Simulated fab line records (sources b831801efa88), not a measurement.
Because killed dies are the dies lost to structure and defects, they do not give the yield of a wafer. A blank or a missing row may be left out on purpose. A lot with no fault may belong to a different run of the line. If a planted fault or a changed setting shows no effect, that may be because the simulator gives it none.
Struck lot and sound lot, side by side | flow sky130 | 15 out of 708 route steps
Sound: these wafers, L753.1, L753.4, L753.6. Wafers L744.2, L744.3, L744.4 were the ones struck. Last of all comes the cause.
For every step that has rows: the tool of each side, followed by ch and its chambers, followed by its first start. Under that, the readings that differ: sound wafers | struck wafers | difference of the means | sigmas: that difference in standard deviations of wafers without a fault.
alike: words and numbers the same on both sides, and readings whose means are apart by under 2 such deviations; not compared: readings that were withheld, readings missing a value for some wafer, numbers with overlapping values and no deviation given by the record, and bounds like >300 which may hide the same value.
The two part at a step that has a row with sigmas, a row that says differs or no value, or rows on one side only. Numbers that have no deviation but don't overlap get no sigmas and don't part them. A reading missing from all wafers of one side parts the sides only when that side holds two or more wafers.

first, 3 steps without rows for these wafers: SKY_VIA3_EXPOSE_09 (exposes mask VIM3, target cd 200 nm); SKY_VIA3_PEB_10; SKY_VIA3_DEVELOP_11 (develop time 60 s).
SKY_VIA3_CD_MEAS_12: target cd 200 nm.
  struck on cdSem-02, day 43 01:25; sound on cdSem-01, day 44 23:59
  alike: cdNm
SKY_VIA3_OVL_MEAS_13:
  struck on overlay-02, day 43 01:31; sound on overlay-01, day 45 00:06
  alike: VIA3_OVL
SKY_VIA3_ETCH_14: etches BARC in N2/H2, stops on SiO2, time 45.9 s, target depth 60 nm.
  sound on rieDiel-03 ch 0,1,2, day 45 00:08; struck on rieDiel-02 ch 0,1,3, day 43 01:32
  alike: drypumpMotorCurrentA, oesProductAu, throttleValvePct
  not compared: rfHoursCounterH
SKY_VIA3_ETCH_15: etches SiO2 in C4F8/O2/Ar, stops on TiN, target depth 507 nm, time 78 s.
  sound on rieDiel-03 ch 0,1,2, day 45 00:11; struck on rieDiel-02 ch 0,1,3, day 43 01:35
  alike: oesProductAu
  not compared: rfHoursCounterH
SKY_VIA3_STRIP_16: strips in O2/N2.
  sound on plasmaAsher-02 ch 1, day 45 00:14; struck on plasmaAsher-01 ch 0,1, day 43 01:39
  alike: drypumpMotorCurrentA, oesProductAu, stripTimeToEndpointS
  not compared: rfHoursCounterH
then, 3 steps without rows for these wafers: SKY_VIA3_STRIP_17 (strips in post etch residue remover, time 1200 s); SKY_VIA3_CLEAN_18 (cleans in IPA, time 180 s); SKY_VIA3_CLEAN_19 (cleans in O3/DIW).
SKY_VIA3_SPUTTER_20: material TiN, target thk 20 nm, time 80 s.
  struck on pvdSputter-01, day 43 02:17; sound on pvdSputter-03, day 45 00:50
  alike: throttleValvePct
SKY_VIA3_CVD_21: deposits W, target thk 390 nm, time 117.31 s.
  sound on cvdW-01 ch 0,1, day 45 00:53; struck on cvdW-01 ch 0,1, day 43 02:20
  no value came back on the struck wafers for chamberPressureTorr (Torr), heaterPowerOuterW (W), heaterPowerW (W); on the sound wafers chamberPressureTorr (Torr) reads 40.00 40.03 39.89
SKY_VIA3_RS_MEAS_22: a four-point-probe measurement.
  struck on filmMetro-02, day 43 02:46; sound on filmMetro-03, day 45 01:01
reading            | sound             | struck               | difference | sigmas
VIA3_W_RS (ohm/sq) | 0.294 0.294 0.292 | 58.796 57.776 58.518 | +58.070    | +99 or more
  not compared: hold
SKY_PAD_OPEN_PROBE_99:
  rows exist in the record for the sound wafers here (prober-01, day 50 05:48), none for the struck ones

== WHERE THEY PART ==
First at SKY_VIA3_CVD_21; last, within this record, at SKY_PAD_OPEN_PROBE_99.

WHY: the cause the simulator had injected
Beginning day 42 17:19, the whole step at SKY_VIA3_CVD_21 was skipped on cvdW-01. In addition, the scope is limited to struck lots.
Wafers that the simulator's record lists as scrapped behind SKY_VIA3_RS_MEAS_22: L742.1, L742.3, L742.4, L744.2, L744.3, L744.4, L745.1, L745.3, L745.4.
